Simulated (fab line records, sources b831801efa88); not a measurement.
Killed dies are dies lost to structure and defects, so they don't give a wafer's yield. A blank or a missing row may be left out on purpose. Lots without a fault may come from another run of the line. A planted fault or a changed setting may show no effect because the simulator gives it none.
fab line records | flow sky130
record lots=6 wafers=18 last_day=50
route steps=708 shown METAL4@599 CAP2M@603 PAD_OPEN@708
lots that met no fault: from a run of the same line without faults
start_h: hours from the record's first day to the start of the lot's first wafer shown | wait_h: hours since the lot's step before | " the same as in the row above | L1.1+2: a row that stands for several wafers | - no value, or no start given | * or withheld: withheld | < > ~ a bound
route shown NAME@n: a module of which the file shows steps, and the number in the route of the first | usual: mean/standard deviation of fault-free wafers | same: alike in all rows | chamber/n: place in a boat | sites: the reading at each site | _std_site: their standard deviation | _edge_site: outer sites' mean less inner sites' | radius_mm: how far each site lies from the wafer's centre | mask NAME#n: copy n | behind: the tool/chamber that last shaped the wafer | hold: why the lot was held/for how many hours/how that ended | device: the transistor (n, p or np) that didn't switch | end of line: the same wafers' tests at the end of the route | a step without rows: its recipe alone | killed: dies lost to structure and defects at the first sort, not the wafer's yield | map: a wafer's dies, x killed, . not, _ none there
set.NAME: the setting as run; set.NAME@STEP: as run at that earlier step | model.NAME: the simulator's own value behind a step, which no gauge read
lots at some steps of the route; a table a step, a row a wafer
services: from which hour (start_h, from the record's first day; less than 0 if before it) a tool's chamber was out of use, for how many hours, and why
## steps
# step SKY_METAL4_SPUTTER_01
# recipe material=TiN target_thk_nm=20 power_w=6500 time_s=16.7 chamber_pressure_pa=0.4
# usual chamber_pressure_pa=0.3999/0.00083 throttle_valve_pct=30.1/0.93
# columns lot.wafer tool chamber start_h wait_h chamber_pressure_pa throttle_valve_pct
L836.1 pvd_sputter-03 - 928.68 0.0 0.4013 29.1
L836.2 " - " " 0.3989 29.9
L836.4 " - " " 0.3998 29.7
L837.2 pvd_sputter-04 - 936.28 0.0 0.3990 31.1
L837.4 " - " " 0.4002 29.9
L837.6 " - " " 0.3987 30.5
L844.2 pvd_sputter-03 - 991.41 0.0 0.4009 29.7
L844.3 " - " " 0.3998 29.9
L844.4 " - " " 0.3998 29.6
L848.1 pvd_sputter-03 - 1024.58 0.0 0.4002 31.1
L848.2 " - " " 0.4009 30.1
L848.3 " - " " 0.3999 29.6
L856.1 pvd_sputter-03 - 1072.13 0.0 0.4004 30.1
L856.2 " - " " 0.3994 29.4
L856.3 " - " " 0.4018 30.9
L859.2 pvd_sputter-03 - 1084.07 0.0 0.4012 29.3
L859.3 " - " " 0.3997 29.6
L859.5 " - " " 0.4004 29.4
# step SKY_METAL4_SPUTTER_02
# recipe material=AlCu target_thk_nm=735 power_w=10600 time_s=39.1 chamber_pressure_pa=0.4
# usual chamber_pressure_pa=0.4000/0.00079 throttle_valve_pct=30.1/0.91
# columns lot.wafer tool chamber start_h wait_h chamber_pressure_pa throttle_valve_pct
L836.1 pvd_sputter-03 - 928.71 0.0 0.4002 29.3
L836.2 " - " " 0.4014 29.9
L836.4 " - " " 0.3995 30.0
L837.2 pvd_sputter-04 - 936.31 0.0 0.4014 30.7
L837.4 " - " " 0.3998 29.8
L837.6 " - " " 0.4005 30.5
L844.2 pvd_sputter-03 - 991.44 0.0 0.4005 29.7
L844.3 " - " " 0.3994 30.0
L844.4 " - " " 0.3987 29.2
L848.1 pvd_sputter-03 - 1024.61 0.0 0.3998 30.9
L848.2 " - " " 0.3995 29.8
L848.3 " - " " 0.4024 29.7
L856.1 pvd_sputter-03 - 1072.16 0.0 0.4006 29.9
L856.2 " - " " 0.3985 29.7
L856.3 " - " " 0.3995 31.1
L859.2 pvd_sputter-03 - 1084.10 0.0 0.4013 29.2
L859.3 " - " " 0.4003 29.3
L859.5 " - " " 0.4003 29.2
# step SKY_METAL4_SPUTTER_03
# recipe material=Ti target_thk_nm=5 power_w=3000 time_s=3.3 chamber_pressure_pa=0.4
# usual chamber_pressure_pa=0.4000/0.00084 throttle_valve_pct=30.0/0.93
# columns lot.wafer tool chamber start_h wait_h chamber_pressure_pa throttle_valve_pct
L836.1 pvd_sputter-03 - 928.75 0.0 0.3992 29.4
L836.2 " - " " 0.4008 30.0
L836.4 " - " " 0.3995 29.9
L837.2 pvd_sputter-04 - 936.35 0.0 0.4001 30.8
L837.4 " - " " 0.3990 29.7
L837.6 " - " " 0.4004 30.8
L844.2 pvd_sputter-03 - 991.47 0.0 0.3993 30.0
L844.3 " - " " 0.4007 29.8
L844.4 " - " " 0.3993 29.2
L848.1 pvd_sputter-03 - 1024.65 0.0 0.3990 30.9
L848.2 " - " " 0.4008 29.8
L848.3 " - " " 0.4020 29.6
L856.1 pvd_sputter-03 - 1072.19 0.0 0.3995 29.8
L856.2 " - " " 0.4005 29.6
L856.3 " - " " 0.4005 31.0
L859.2 pvd_sputter-03 - 1084.14 0.0 0.4003 29.2
L859.3 " - " " 0.4003 29.8
L859.5 " - " " 0.4004 29.1
# step SKY_METAL4_SPUTTER_04
# recipe material=TiN target_thk_nm=70 power_w=6500 time_s=58.3 chamber_pressure_pa=0.4
# step SKY_CAP2M_CVD_00
# recipe material=SiO2 target_thk_nm=15.5 temp_c=400 time_s=withheld rf_w=450
# usual heater_power_w=737/110 susceptor_temp_C=400.01/0.24
# columns lot.wafer tool chamber start_h wait_h heater_power_w susceptor_temp_C
L836.1 pecvd-03 2 928.82 0.0 552 400.14
L836.2 " 0 " " 735 399.87
L836.4 " 1 " " 659 400.22
L837.2 pecvd-03 1 936.41 0.0 593 400.24
L837.4 " 0 " " 708 400.01
L837.6 " 0 " " 710 399.86
L844.2 pecvd-02 1 991.54 0.0 899 399.94
L844.3 " 0 " " 616 400.14
L844.4 " 1 " " 904 400.27
L848.1 pecvd-02 2 1024.71 0.0 772 399.89
L848.2 " 1 " " 823 399.91
L848.3 " 0 " " 701 400.25
L856.1 pecvd-01 0 1072.26 0.0 636 400.39
L856.2 " 1 " " 688 399.96
L856.3 " 2 " " 848 400.48
L859.2 pecvd-03 1 1084.21 0.0 675 399.78
L859.3 " 2 " " 594 399.99
L859.5 " 2 " " 604 399.73
# step SKY_CAP2M_THK_MEAS_01
# recipe reads=SiO2_of_CAP2M_CVD_00
# usual CAP2M_CVD_00_THK=15.57/0.24
# columns lot.wafer tool chamber start_h wait_h CAP2M_CVD_00_THK[nm]
L836.1 film_metro-03 - 928.84 - 15.28
L836.2 " - " " 15.72
L836.4 " - " " 16.02
L837.2 film_metro-03 - 936.46 - 15.52
L837.4 " - " " 16.21
L837.6 " - " " 16.02
L844.2 film_metro-03 - 991.57 - 15.70
L844.3 " - " " 15.65
L844.4 " - " " 15.99
L848.1 film_metro-02 - 1024.74 - 15.48
L848.2 " - " " 15.62
L848.3 " - " " 15.61
L856.1 film_metro-01 - 1072.28 - 15.21
L856.2 " - " " 15.16
L856.3 " - " " 15.19
L859.2 film_metro-02 - 1084.24 - 15.77
L859.3 " - " " 15.36
L859.5 " - " " 15.49
# step SKY_CAP2M_SPUTTER_02
# recipe material=TiN target_thk_nm=200 temp_c=300 power_w=6500 time_s=166.7 chamber_pressure_pa=0.4
# usual chamber_pressure_pa=0.4000/0.00079 susceptor_temp_C=299.99/0.21 throttle_valve_pct=29.6/1.1
# columns lot.wafer tool chamber start_h wait_h chamber_pressure_pa susceptor_temp_C throttle_valve_pct
L836.1 pvd_sputter-02 - 928.90 0.1 0.3997 299.75 30.1
L836.2 " - " " 0.3998 300.00 28.8
L836.4 " - " " 0.4013 300.00 27.9
L837.2 pvd_sputter-01 - 936.51 0.0 0.3995 300.09 31.1
L837.4 " - " " 0.4015 299.65 30.6
L837.6 " - " " 0.3996 300.25 31.3
L844.2 pvd_sputter-04 - 991.62 0.0 0.4000 300.13 31.2
L844.3 " - " " 0.3995 300.08 30.5
L844.4 " - " " 0.3985 299.79 29.4
L848.1 pvd_sputter-01 - 1024.80 0.1 0.4010 299.91 30.7
L848.2 " - " " 0.3997 300.05 31.0
L848.3 " - " " 0.3997 299.97 29.1
L856.1 pvd_sputter-01 - 1072.34 0.1 0.3995 299.43 29.4
L856.2 " - " " 0.4003 300.06 31.1
L856.3 " - " " 0.4001 300.06 30.6
L859.2 pvd_sputter-02 - 1084.29 0.0 0.3997 299.88 28.2
L859.3 " - " " 0.3987 300.16 29.5
L859.5 " - " " 0.3993 299.77 28.8
# step SKY_CAP2M_RS_MEAS_03
# recipe thk_meas_gauge=four-point-probe reads=TiN_of_CAP2M_SPUTTER_02
# usual CAP2M_TIN_RS=6.93/0.067
# columns lot.wafer tool chamber start_h wait_h CAP2M_TIN_RS[ohm/sq]
L836.1 film_metro-01 - 929.01 0.1 6.84
L836.2 " - " " 6.86
L836.4 " - " " 6.88
L837.2 film_metro-02 - 936.63 0.1 7.02
L837.4 " - " " 7.07
L837.6 " - " " 6.97
L844.2 film_metro-01 - 991.77 0.1 6.97
L844.3 " - " " 6.88
L844.4 " - " " 6.93
L848.1 film_metro-01 - 1024.91 0.1 6.95
L848.2 " - " " 6.96
L848.3 " - " " 6.93
L856.1 film_metro-01 - 1072.45 0.1 6.91
L856.2 " - " " 6.95
L856.3 " - " " 6.85
L859.2 film_metro-03 - 1084.42 0.1 6.99
L859.3 " - " " 6.97
L859.5 " - " " 7.02
# step SKY_CAP2M_THK_MEAS_04
# recipe thk_meas_gauge=xrf reads=TiN_of_CAP2M_SPUTTER_02
# usual CAP2M_TIN_THK=197.3/2.3
# columns lot.wafer tool chamber start_h wait_h CAP2M_TIN_THK[nm]
L836.1 film_metro-01 - 929.13 0.1 198.4
L836.2 " - " " 197.4
L836.4 " - " " 197.2
L837.2 film_metro-02 - 936.74 0.1 195.6
L837.4 " - " " 195.9
L837.6 " - " " 198.0
L844.2 film_metro-01 - 991.88 0.1 194.9
L844.3 " - " " 198.1
L844.4 " - " " 195.8
L848.1 film_metro-01 - 1025.03 0.1 195.5
L848.2 " - " " 194.8
L848.3 " - " " 196.0
L856.1 film_metro-01 - 1072.57 0.1 197.3
L856.2 " - " " 196.6
L856.3 " - " " 199.0
L859.2 film_metro-03 - 1084.53 0.1 195.7
L859.3 " - " " 196.6
L859.5 " - " " 195.4
# step SKY_CAP2M_DEHYDRATE_05
# recipe temp_c=200 time_s=60
# step SKY_CAP2M_HMDS_06
# recipe prime_time_s=60 prime_temp_c=120
# step SKY_CAP2M_COAT_07
# recipe resist=NOVOLAK spin_rpm=3000 resist_thk_nm=1140
# step SKY_CAP2M_SOFTBAKE_08
# recipe temp_c=90 time_s=60 resist=NOVOLAK
# usual exhaust_pa=44.9/0.93 heater_power_total_W=56.59/0.041 plate_temp_C=89.98/0.12
# columns lot.wafer tool chamber start_h wait_h exhaust_pa heater_power_total_W plate_temp_C model.NOVOLAK_of_CAP2M_COAT_07.thk_nm
L836.1 litho_track-03 0 940.88 0.1 44.1 56.63 89.99 1140
L836.2 " 0 " " 43.9 56.61 89.96 1137
L836.4 " 0 " " 44.4 56.58 89.87 1140
L837.2 litho_track-01 0 949.24 0.1 44.3 56.59 89.94 1142
L837.4 " 0 " " 44.6 56.56 90.00 1138
L837.6 " 0 " " 44.4 56.63 89.93 1138
L844.2 litho_track-01 0 1003.39 0.1 44.9 67.50 102.16 1105
L844.3 " 0 " " 44.9 67.56 102.22 1108
L844.4 " 0 " " 44.5 67.48 102.32 1107
L848.1 litho_track-01 0 1035.76 0.1 43.3 67.53 102.11 1102
L848.2 " 0 " " 44.4 67.56 102.01 1102
L848.3 " 0 " " 42.9 67.57 102.27 1102
L856.1 litho_track-03 0 1082.18 0.1 44.8 56.56 90.02 1140
L856.2 " 0 " " 45.6 56.53 89.89 1141
L856.3 " 0 " " 44.8 56.60 89.96 1145
L859.2 litho_track-03 0 1093.25 0.1 43.8 56.52 89.87 1138
L859.3 " 0 " " 45.2 56.50 89.69 1135
L859.5 " 0 " " 43.5 56.54 89.86 1136
# step SKY_CAP2M_EXPOSE_09
# recipe mask_id=CAP2M na=0.6 source_shape=conventional sigma_outer=0.6 polarization=unpolarized target_cd_nm=1000 dose_mj=159
# step SKY_CAP2M_PEB_10
# recipe temp_c=withheld time_s=* resist=NOVOLAK
# step SKY_CAP2M_DEVELOP_11
# recipe resist=NOVOLAK developer=TMAH develop_time_s=60 dev_temp_c=23
# step SKY_CAP2M_OVL_MEAS_12
# usual CAP2M_OVL=-0.9/1.5
# columns lot.wafer tool chamber start_h wait_h CAP2M_OVL[nm]
L836.1 overlay-02 - 953.36 0.1 2.1
L836.2 " - " " 0.7
L836.4 " - " " 3.0
L837.2 overlay-01 - 960.93 0.1 -1.5
L837.4 " - " " -0.3
L837.6 " - " " -3.0
L844.2 overlay-01 - 1014.97 0.1 0.6
L844.3 " - " " -1.4
L844.4 " - " " 1.4
L848.1 overlay-01 - 1047.12 0.1 -1.4
L848.2 " - " " -0.7
L848.3 " - " " -1.5
L856.1 overlay-01 - 1091.78 0.1 -2.0
L856.2 " - " " -2.8
L856.3 " - " " -3.4
L859.2 overlay-02 - 1103.92 0.1 0.0
L859.3 " - " " -0.8
L859.5 " - " " -0.5
# step SKY_CAP2M_METAL_ETCH_13
# recipe target_depth_nm=220 stop_on=SiO2 chemistry=Cl2/BCl3 target=TiN pressure_mtorr=10 icp_w=900 bias_w=48.5 Cl2_flow_sccm=60 bcl3_flow_sccm=30 time_s=62.9
# usual drypump_motor_current_A=5.4/0.39 oes_product_au=0.941/0.0073 throttle_valve_pct=21.901/0.0099
# columns lot.wafer tool chamber start_h wait_h drypump_motor_current_A oes_product_au rf_hours_counter_h throttle_valve_pct model.NOVOLAK_of_CAP2M_COAT_07.thk_nm
L836.1 rie_metal-04 1 953.40 0.0 5.7 0.942 11 21.891 993.2
L836.2 " 0 " " 5.9 0.943 5 21.890 989.1
L836.4 " 0 " " 5.9 0.946 - 21.895 991.3
L837.2 rie_metal-03 1 960.96 0.0 5.1 0.945 19 21.913 992.7
L837.4 " 1 " " 5.0 0.933 - 21.910 988.8
L837.6 " 1 " " 5.1 0.934 - 21.899 989.1
L844.2 rie_metal-03 0 1015.00 0.0 5.7 0.933 18 21.895 956.9
L844.3 " 1 " " 5.1 0.944 - 21.899 957.7
L844.4 " 0 " " 5.7 0.945 - 21.905 958.9
L848.1 rie_metal-03 1 1047.16 0.0 5.1 0.935 4 21.907 953.4
L848.2 " 0 " " 5.7 0.943 0 21.901 950.7
L848.3 " 1 " " 5.1 0.944 - 21.906 952.5
L856.1 rie_metal-02 1 1091.81 0.0 4.8 0.942 13 21.898 990.9
L856.2 " 1 " " 4.8 0.939 - 21.916 991.8
L856.3 " 1 " " 4.8 0.943 - 21.896 995.4
L859.2 rie_metal-02 1 1103.98 0.0 4.8 0.934 - 21.901 986.8
L859.3 " 1 " " 4.8 0.935 - 21.897 984.1
L859.5 " 1 " " 4.8 0.937 - 21.911 982.9
# step SKY_CAP2M_STRIP_14
# recipe chemistry=O2/N2 power_w=1400 pressure_mtorr=1500 platen_temp_c=withheld o2_flow_sccm=3000 n2_flow_sccm=300 overash_fraction=0.5
# usual drypump_motor_current_A=5.50/0.25 oes_product_au=0.710/0.0045 strip_time_to_endpoint_s=12.64/0.059
# columns lot.wafer tool chamber start_h wait_h drypump_motor_current_A oes_product_au rf_hours_counter_h strip_time_to_endpoint_s
L836.1 plasma_asher-01 0 953.48 0.1 6.08 0.705 110 12.67
L836.2 " 1 " " 5.60 0.711 110 12.60
L836.4 " 0 " " 6.07 0.709 - 12.63
L837.2 plasma_asher-02 1 961.04 0.1 5.50 0.705 21 12.63
L837.4 " 0 " " 5.64 0.711 - 12.60
L837.6 " 0 " " 5.62 0.709 - 12.61
L844.2 plasma_asher-03 1 1015.08 0.1 5.14 0.704 89 12.24
L844.3 " 1 " " 5.18 0.715 - 12.25
L844.4 " 0 " " 5.44 0.714 - 12.25
L848.1 plasma_asher-03 1 1047.24 0.1 5.11 0.712 92 12.20
L848.2 " 0 " " 5.42 0.709 92 12.17
L848.3 " 1 " " 5.13 0.705 - 12.18
L856.1 plasma_asher-03 0 1091.97 0.1 5.43 0.711 97 12.61
L856.2 " 1 " " 5.14 0.715 97 12.63
L856.3 " 0 " " 5.44 0.707 - 12.68
L859.2 plasma_asher-02 0 1104.11 0.1 5.64 0.706 36 12.57
L859.3 " 0 " " 5.64 0.706 - 12.55
L859.5 " 0 " " 5.63 0.706 - 12.55
# step SKY_CAP2M_STRIP_15
# recipe chemistry=post_etch_residue_remover time_s=1200 temp_c=72.5
# step SKY_PAD_OPEN_PROBE_99
# usual defect_limited_yield=82.6/2 killed_at_M0_to_M3=43/7.6 killed_at_M4_up=2.9/1.9 killed_at_contacts=24/5 killed_at_front_end=15/4.3 killed_at_other=0.3/0.54 killed_dies=85/10 killed_on_rim=17/3.9 killed_open=47/7 killed_short=38/6.4 sort_bin_3_pad_short=0.8/0.4 sort_bin_5_function=10.3/1.6 sort_bin_6_memory=6.2/1.1 sort_n_pass=407/10 sort_yield_pct=82.6/2
# same gross_dies=492 killed_at_back_side=0 sort_bin_4_leakage[%]=0 sort_bin_8_speed[%]=0
# columns lot.wafer tool chamber start_h wait_h defect_limited_yield[%] killed_at_M0_to_M3 killed_at_M4_up killed_at_contacts killed_at_front_end killed_at_other killed_dies killed_on_rim killed_open killed_short sort_bin_3_pad_short[%] sort_bin_5_function[%] sort_bin_6_memory[%] sort_n_pass sort_yield_pct[%]
L836.1 prober-02 - 1075.82 0.1 83.1 36 3 23 21 0 83 11 40 43 1.4 9.1 6.3 409 83.1
L836.2 prober-02 - 1075.87 0.1 80.1 46 3 30 18 1 98 18 62 36 1.0 12.8 6.1 394 80.1
L836.4 prober-02 - 1075.97 0.2 83.7 38 2 23 17 0 80 16 42 38 0.4 9.1 6.7 412 83.7
L837.2 prober-01 - 1081.23 0.1 83.1 38 4 24 17 0 83 9 40 43 1.2 10.8 4.9 409 83.1
L837.4 prober-01 - 1081.33 0.2 82.9 34 4 27 18 1 84 17 39 45 0.4 11.0 5.7 408 82.9
L837.6 prober-01 - 1081.43 0.2 78.7 45 5 32 23 0 105 23 49 56 1.0 12.0 8.3 387 78.7
L844.2 prober-02 - 1127.95 0.1 78.5 48 8 29 20 1 106 20 62 44 1.4 12.2 7.9 386 78.5
L844.3 prober-02 - 1128.00 0.2 83.5 38 3 29 11 0 81 20 43 38 0.8 8.5 7.1 411 83.5
L844.4 prober-02 - 1128.05 0.2 80.3 46 3 25 23 0 97 14 48 49 0.8 12.2 6.7 395 80.3
L848.1 prober-02 - 1154.79 0.1 86.6 26 2 22 16 0 66 17 37 29 0.8 8.7 3.9 426 86.6
L848.2 prober-02 - 1154.84 0.1 84.3 40 2 26 9 0 77 19 38 39 0.8 10.2 4.7 415 84.3
L848.3 prober-02 - 1154.89 0.2 81.1 36 4 34 19 0 93 17 51 42 0.4 10.8 7.7 399 81.1
L856.1 prober-02 - 1190.77 0.1 81.3 43 2 35 12 0 92 19 50 42 1.8 9.6 7.3 400 81.3
L856.2 prober-02 - 1190.82 0.1 82.1 45 4 25 14 0 88 16 55 33 0.6 11.2 6.1 404 82.1
L856.3 prober-02 - 1190.87 0.2 78.9 57 2 34 11 0 104 21 54 50 0.8 12.4 7.9 388 78.9
L859.2 prober-01 - 1199.78 0.1 82.1 50 2 22 14 0 88 17 39 49 0.8 10.4 6.7 404 82.1
L859.3 prober-01 - 1199.83 0.2 82.5 53 0 20 12 1 86 12 45 41 1.4 8.9 7.1 406 82.5
L859.5 prober-01 - 1199.93 0.2 83.1 43 2 24 14 0 83 19 42 41 0.6 11.0 5.3 409 83.1
# killed by level:class
L836.1 VIA1:geometric_particle:open=10 LI_CONTACT:geometric_particle:open=8 CONTACT:geometric_particle:open=7 POLY_GATE:geometric_particle:short=6 METAL1:geometric_particle:short=6 METAL2:geometric_particle:short=6 POLY_GATE:geometric_particle:open=5 LOCAL_INTERCONNECT:geometric_particle:short=5
L836.2 CONTACT:geometric_particle:open=14 VIA1:geometric_particle:open=14 LI_CONTACT:geometric_particle:open=6 VIA2:geometric_particle:open=6 VIA3:geometric_particle:open=6 METAL2:geometric_particle:short=5 FIELD_ISO:geometric_particle:open=4 LOCAL_INTERCONNECT:geometric_particle:short=4
L836.4 CONTACT:geometric_particle:open=11 VIA1:geometric_particle:open=9 METAL1:geometric_particle:short=8 FIELD_ISO:geometric_particle:open=5 POLY_GATE:geometric_particle:short=5 VIA1:geometric_particle:short=5 VIA3:geometric_particle:open=5 LI_CONTACT:geometric_particle:open=3
L837.2 LI_CONTACT:geometric_particle:open=9 VIA2:geometric_particle:open=8 FIELD_ISO:geometric_particle:short=7 METAL2:geometric_particle:short=6 VIA1:geometric_particle:short=5 LOCAL_INTERCONNECT:geometric_particle:short=5 VIA1:geometric_particle:open=5 METAL3:geometric_particle:short=5
L837.4 CONTACT:geometric_particle:open=10 VIA1:geometric_particle:open=8 POLY_GATE:geometric_particle:short=7 LI_CONTACT:geometric_particle:open=7 CONTACT:geometric_particle:short=7 FIELD_ISO:geometric_particle:short=5 VIA1:geometric_particle:short=5 METAL1:geometric_particle:short=5
L837.6 CONTACT:geometric_particle:open=12 VIA1:geometric_particle:open=11 CONTACT:geometric_particle:short=9 POLY_GATE:geometric_particle:short=8 VIA2:geometric_particle:open=7 METAL1:geometric_particle:short=6 FIELD_ISO:geometric_particle:short=5 LI_CONTACT:geometric_particle:open=5
L844.2 CONTACT:geometric_particle:open=14 VIA1:geometric_particle:open=12 POLY_GATE:geometric_particle:short=9 METAL1:geometric_particle:short=9 VIA3:geometric_particle:open=8 POLY_GATE:geometric_particle:open=7 LI_CONTACT:geometric_particle:open=7 METAL4:geometric_particle:short=4
L844.3 CONTACT:geometric_particle:open=13 VIA1:geometric_particle:open=9 VIA1:geometric_particle:short=9 LOCAL_INTERCONNECT:geometric_particle:short=7 VIA2:geometric_particle:open=5 POLY_GATE:geometric_particle:open=4 LI_CONTACT:geometric_particle:open=3 FIELD_ISO:geometric_particle:short=3
L844.4 CONTACT:geometric_particle:open=13 FIELD_ISO:geometric_particle:short=8 VIA2:geometric_particle:short=7 VIA1:geometric_particle:open=7 POLY_GATE:geometric_particle:open=6 METAL2:geometric_particle:short=6 CONTACT:geometric_particle:short=6 METAL1:geometric_particle:short=6
L848.1 CONTACT:geometric_particle:short=10 VIA1:geometric_particle:open=10 CONTACT:geometric_particle:open=9 FIELD_ISO:geometric_particle:short=5 FIELD_ISO:geometric_particle:open=4 VIA2:geometric_particle:open=4 VIA3:geometric_particle:open=4 VIA1:geometric_particle:short=3
L848.2 CONTACT:geometric_particle:open=11 METAL1:geometric_particle:short=6 LI_CONTACT:geometric_particle:open=6 VIA1:geometric_particle:open=6 CONTACT:geometric_particle:short=5 VIA2:geometric_particle:open=5 VIA3:geometric_particle:short=5 VIA1:geometric_particle:short=4
L848.3 VIA1:geometric_particle:open=9 CONTACT:geometric_particle:short=9 LI_CONTACT:geometric_particle:open=8 VIA3:geometric_particle:open=8 CONTACT:geometric_particle:open=7 LI_CONTACT:geometric_particle:short=5 METAL2:geometric_particle:short=5 FIELD_ISO:geometric_particle:short=4
L856.1 CONTACT:geometric_particle:open=14 VIA1:geometric_particle:open=10 LI_CONTACT:geometric_particle:open=7 VIA3:geometric_particle:open=7 LOCAL_INTERCONNECT:geometric_particle:short=6 METAL1:geometric_particle:short=5 CONTACT:geometric_particle:short=5 VIA2:geometric_particle:short=5
L856.2 CONTACT:geometric_particle:open=11 VIA2:geometric_particle:open=8 VIA1:geometric_particle:open=7 LI_CONTACT:geometric_particle:open=6 VIA3:geometric_particle:open=6 FIELD_ISO:geometric_particle:open=5 METAL1:geometric_particle:short=5 METAL2:geometric_particle:short=5
L856.3 CONTACT:geometric_particle:open=13 VIA1:geometric_particle:open=11 METAL2:geometric_particle:short=9 VIA2:geometric_particle:open=8 LI_CONTACT:geometric_particle:open=7 VIA3:geometric_particle:open=7 LI_CONTACT:geometric_particle:short=6 CONTACT:geometric_particle:short=6
L859.2 METAL2:geometric_particle:short=10 VIA1:geometric_particle:short=8 VIA1:geometric_particle:open=8 CONTACT:geometric_particle:open=7 LI_CONTACT:geometric_particle:open=6 METAL1:geometric_particle:short=6 FIELD_ISO:geometric_particle:open=5 CONTACT:geometric_particle:short=5
L859.3 VIA1:geometric_particle:open=12 VIA1:geometric_particle:short=9 VIA2:geometric_particle:open=8 VIA3:geometric_particle:open=7 METAL2:geometric_particle:short=7 LI_CONTACT:geometric_particle:open=5 CONTACT:geometric_particle:open=5 POLY_GATE:geometric_particle:open=4
L859.5 VIA3:geometric_particle:open=10 VIA1:geometric_particle:open=8 METAL2:geometric_particle:short=7 LI_CONTACT:geometric_particle:open=6 CONTACT:geometric_particle:short=6 CONTACT:geometric_particle:open=6 FIELD_ISO:geometric_particle:short=5 VIA1:geometric_particle:short=4
## services
# columns tool chamber start_h hours kind
pecvd-01 1 956.27 12.0 repair
pvd_sputter-03 - 963.24 2.3 repair
plasma_asher-01 - 963.39 1.2 repair
pvd_sputter-03 - 963.60 0.6 repair
pecvd-02 - 964.02 0.5 repair
plasma_asher-01 - 971.42 11.7 repair
pecvd-02 - 972.82 6.0 pm
pecvd-03 - 974.61 44.6 repair
pecvd-01 2 982.29 7.0 repair
rie_metal-03 - 999.56 14.6 pm
pecvd-01 - 1003.90 0.5 repair
plasma_asher-01 - 1005.52 0.3 repair
pvd_sputter-02 - 1006.96 3.3 repair
pvd_sputter-04 - 1016.84 0.5 repair
pvd_sputter-01 - 1041.22 5.3 repair
plasma_asher-01 - 1055.25 9.0 pm
pvd_sputter-02 - 1056.81 9.3 repair
plasma_asher-01 - 1061.47 0.3 repair
pvd_sputter-03 1 1063.43 - consumable_replace:kit
pvd_sputter-03 1 1063.43 18.0 scheduled_down
pvd_sputter-03 1 1063.43 18.0 vent_cycle
plasma_asher-01 - 1064.25 4.3 pm
rie_metal-04 0 1087.19 2.7 repair
plasma_asher-03 - 1089.18 0.5 repair
## key
first_sign step=SKY_CAP2M_SOFTBAKE_08 reading=heater_power_total_W direction=up sigmas=99+ usual=* struck=*
effect step=SKY_CAP2M_SOFTBAKE_08 reading=plate_temp_C direction=up sigmas=99+ usual=* struck=*
effect step=SKY_CAP2M_STRIP_14 reading=strip_time_to_endpoint_s direction=down sigmas=7.2 usual=* struck=*
model_effect step=SKY_CAP2M_SOFTBAKE_08 value=NOVOLAK_of_CAP2M_COAT_07.thk_nm without=1141 struck=1104
model_effect step=SKY_CAP2M_METAL_ETCH_13 value=NOVOLAK_of_CAP2M_COAT_07.thk_nm without=991.7 struck=955
met_at SKY_CAP2M_SOFTBAKE_08
struck_wafers L844.2,L844.3,L844.4,L848.1,L848.2,L848.3
onset_between 949.24 1003.39
fault kind=process_parameter_drift tool=litho_track-01 chamber=- onset_h=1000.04 steps=SKY_CAP2M_SOFTBAKE_08 channel=temp_c offset=* shape=step end_h=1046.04 acts_in=* stated=*
